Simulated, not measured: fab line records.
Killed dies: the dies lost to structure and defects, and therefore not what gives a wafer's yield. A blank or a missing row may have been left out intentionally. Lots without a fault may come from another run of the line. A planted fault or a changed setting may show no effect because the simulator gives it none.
Check for tools in common | flow gf180mcu | 48 wafers sampled across 14 lots

== WHY THIS WAS OPENED ==
Of 14 lots, 2 have the reading M1_ALCU_RS flagged at GF_M1_RS_MEAS_05. Fault-free wafers read 0.0692 ohm/sq, with a standard deviation of 0.00058.
Rule: a lot gets a flag if all its wafers with a number sit over 4 standard deviations from that mean, or if no wafer of it has a number. The rest of the lots are taken to be sound.

lot  | measured     | on            | M1_ALCU_RS (ohm/sq), wafer by wafer       | flag
L295 | day 15 23:08 | film-metro-04 | 0.0695 0.0698 0.0698                      |
L296 | day 16 14:59 | film-metro-02 | 0.0697 0.0692 0.0688                      |
L297 | day 16 23:40 | film-metro-03 | 0.0692 0.0695 0.0692                      |
L299 | day 17 14:08 | film-metro-04 | 0.0699 0.0699 0.0699                      |
L300 | day 18 00:13 | film-metro-04 | 0.0696 0.0696 0.0693                      |
L301 | day 18 09:36 | film-metro-04 | 0.0692 0.0698 0.0700                      |
L302 | day 18 21:24 | film-metro-03 | 0.0682 0.0694 0.0683                      |
L305 | day 20 05:26 | film-metro-03 | 0.0691 0.0693 0.0690                      |
L308 | day 21 05:47 | film-metro-03 | 0.0679 0.0683 0.0684                      |
L310 | day 21 18:59 | film-metro-03 | 0.0696 0.0702 0.0695                      |
L311 | day 22 01:47 | film-metro-03 | 0.0691 0.0692 0.0701                      |
L314 | day 23 01:14 | film-metro-04 | 0.0356 0.0355 0.0356 0.0357 0.0356 0.0355 | FLAGGED
L315 | day 23 07:08 | film-metro-03 | 0.0688 0.0691 0.0684                      |
L316 | day 23 17:47 | film-metro-04 | 0.0358 0.0360 0.0358 0.0359 0.0361 0.0358 | FLAGGED
The numbers of the flagged lots are 0.0357 ohm/sq on average: -0.0335 ohm/sq against the usual, or -58 standard deviations.

== EACH LOT AND THE TOOL IT RAN ON ==
The record holds 1 process step before the reading, out of a route of 602 steps. Read each cell as the tool, then ch plus the chambers that the sampled wafers visited, then the start.
lot  | flag    | GF_M1_SPUTTER_02
L295 |         | pvd-sputter-03, day 15 22:59
L296 |         | pvd-sputter-03, day 16 14:52
L297 |         | pvd-sputter-01, day 16 23:33
L299 |         | pvd-sputter-02, day 17 14:02
L300 |         | pvd-sputter-02, day 18 00:08
L301 |         | pvd-sputter-02, day 18 09:31
L302 |         | pvd-sputter-02, day 18 21:17
L305 |         | pvd-sputter-02, day 20 05:20
L308 |         | pvd-sputter-02, day 21 05:42
L310 |         | pvd-sputter-02, day 21 18:52
L311 |         | pvd-sputter-02, day 22 01:41
L314 | FLAGGED | pvd-sputter-02, day 23 01:07
L315 |         | pvd-sputter-03, day 23 07:02
L316 | FLAGGED | pvd-sputter-02, day 23 17:41
These steps, and what they do:
- GF_M1_SPUTTER_02: material AlCu, target thk 450 nm, time 23.9 s.
- GF_M1_RS_MEAS_05: measures by four-point-probe.

== FLAGGED AGAINST TOTAL, ONE TOOL AT A TIME (gauges that did the reading follow at the end) ==
step             | tool           | lots run | flagged | share of the flagged lots | sound lots run after its first flagged lot
GF_M1_SPUTTER_02 | pvd-sputter-01 | 1        | 0       | none                      | -
GF_M1_SPUTTER_02 | pvd-sputter-02 | 10       | 2       | all                       | 0
GF_M1_SPUTTER_02 | pvd-sputter-03 | 3        | 0       | none                      | -
GF_M1_RS_MEAS_05 | film-metro-02  | 1        | 0       | none                      | -
GF_M1_RS_MEAS_05 | film-metro-03  | 7        | 0       | none                      | -
GF_M1_RS_MEAS_05 | film-metro-04  | 6        | 2       | all                       | 0

== WHAT THE TABLE ALLOWS ==
In 2 table rows, all flagged lots were run: pvd-sputter-02 (GF_M1_SPUTTER_02), film-metro-04 (GF_M1_RS_MEAS_05).
- pvd-sputter-02 at GF_M1_SPUTTER_02 ran 10 lots, 2 of them flagged. Last sound lot L311 at day 22 01:41, first flagged lot L314 at day 23 01:07; a fault beginning in between fits.
- film-metro-04 at GF_M1_RS_MEAS_05 ran 6 lots, 2 of them flagged. Last sound lot L301 at day 18 09:36, first flagged lot L314 at day 23 01:14; a fault beginning in between fits.
Because each of these 2 tools fits a fault that began at some hour, counting lots does not separate them. More lots, or a look at what each step does to the wafer, might.

== WHAT THE SIMULATOR PUT IN ==
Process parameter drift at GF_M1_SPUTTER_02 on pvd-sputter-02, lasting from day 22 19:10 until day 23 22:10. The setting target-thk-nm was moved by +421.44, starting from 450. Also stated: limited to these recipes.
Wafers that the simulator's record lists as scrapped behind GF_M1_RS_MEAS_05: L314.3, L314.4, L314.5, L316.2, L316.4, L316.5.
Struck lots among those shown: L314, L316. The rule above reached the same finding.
